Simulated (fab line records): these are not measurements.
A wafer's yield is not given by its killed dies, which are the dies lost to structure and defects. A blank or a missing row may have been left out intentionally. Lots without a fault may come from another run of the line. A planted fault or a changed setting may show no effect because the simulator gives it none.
Comparing a struck lot with a sound one || flow sfq-line || 14 steps out of a route of 325
Sound: these wafers, L309.3, L309.4, L309.6. Struck: wafer L314.3. (L314.2, L314.5 of the same lot were not struck and are left out.) The cause comes at the end.
Per side, at each step with rows, come the tool, then ch with its chambers, and then its first start. Under that, the readings that differ: sound wafers || struck wafers || difference of the means || sigmas: that difference in standard deviations of wafers without a fault.
alike: readings whose means differ by less than 2 such deviations, and words and numbers that are the same on both sides. not compared: withheld readings, readings that some wafer has no value for, bounds like >300 that may hide the same value, and numbers for which the record gives no deviation and whose values overlap.
A row with sigmas, a row that says differs or no value, or rows on one side alone: a step with any of these is where the two part. When numbers do not overlap yet have no deviation, they are printed without sigmas and do not part them. A reading missing from all wafers of one side parts the sides only when that side holds two or more wafers.

first, 6 steps without rows for these wafers: SFQ_TRILAYER_M3_LITHO_COAT_080 (resist thk 62 nm); SFQ_TRILAYER_M3_LITHO_COAT_075 (resist thk 600 nm); SFQ_TRILAYER_M3_LITHO_SOFTBAKE_079; SFQ_TRILAYER_M3_LITHO_EXPOSE_076 (exposes mask M3, target cd 500 nm); SFQ_TRILAYER_M3_LITHO_PEB_078 (peb time 60 s); SFQ_TRILAYER_M3_LITHO_DEVELOP_077 (time 60 s).
SFQ_M3_OVL_MEAS_921:
  sound on overlay-02 at day 45 21:16; struck on overlay-01 at day 48 09:39
  alike: M3_OVL
SFQ_TRILAYER_M3_BARC_OPEN_METAL_ETCH_100: etches BARC in O2, target depth 125 nm, time 41.7 s.
  sound on rie-metal-04 ch 0,1, day 45 21:19; struck on rie-metal-02 ch 1, day 48 09:41
  alike: bias-w, drypump-motor-current-A, oes-product-au, rf-fwd-power-W
  not compared: rf-hours-counter-h
SFQ_TRILAYER_M3_ETCH_METAL_ETCH_078: etches Nb in Cl2/Ar, stops on SiO2, target depth 240 nm, time 120 s.
  sound on rie-metal-04 ch 0,1, day 45 21:23; struck on rie-metal-02 ch 1, day 48 09:44
  alike: bias-w, drypump-motor-current-A, oes-product-au, rf-fwd-power-W
  not compared: rf-hours-counter-h
SFQ_TRILAYER_M3_STRIP_STRIP_079: strips in O2.
  sound on rie-metal-04 ch 0,1, day 45 21:41; struck on rie-metal-02 ch 1, day 48 09:52
  alike: drypump-motor-current-A, oes-product-au
  not compared: rf-hours-counter-h
then, 1 step without rows for these wafers: SFQ_TRILAYER_M3_STRIP_SOLV_CLEAN_080 (cleans in NMP, time 600 s).
SFQ_TRILAYER_I3_DEP_PECVD_081: deposits SiO2 from SiH4/N2O, time 111.11 s, target thk 500 nm.
  sound on pecvd-01 ch 0,1,2, day 45 22:15; struck on pecvd-04 ch 2, day 48 10:38
{"reading": "heater-power-w (W)", "sound": "59 81 77", "struck": 113, "difference": "+41", "sigmas": "+3"}
  alike: rf-fwd-power-W, throttle-valve-pct
SFQ_TRILAYER_I3_CMP_CMP_082: polishes SiO2.
  sound on cmp-01 ch 1,3, day 46 03:32; struck on cmp-01 ch 1, day 48 11:17
{"reading": "head-pressure-psi (psi)", "sound": "2.995 2.991 3.000", "struck": 3.132, "difference": "+0.137", "sigmas": "+21"}
{"reading": "time-to-endpoint-s (s)", "sound": "221 221 222", "struck": 198, "difference": -23, "sigmas": -3}
  alike: motor-current-A
SFQ_I3_BOW_MEAS_922:
  sound on film-metro-01 at day 46 06:34; struck on film-metro-01 at day 48 14:18
  alike: I3_BOW

== WHERE THEY PART ==
Earliest at SFQ_TRILAYER_I3_DEP_PECVD_081; latest, in this record, at SFQ_TRILAYER_I3_CMP_CMP_082. Later steps at which nothing parts them and some readings are alike: SFQ_I3_BOW_MEAS_922.

WHY: the cause the simulator had injected
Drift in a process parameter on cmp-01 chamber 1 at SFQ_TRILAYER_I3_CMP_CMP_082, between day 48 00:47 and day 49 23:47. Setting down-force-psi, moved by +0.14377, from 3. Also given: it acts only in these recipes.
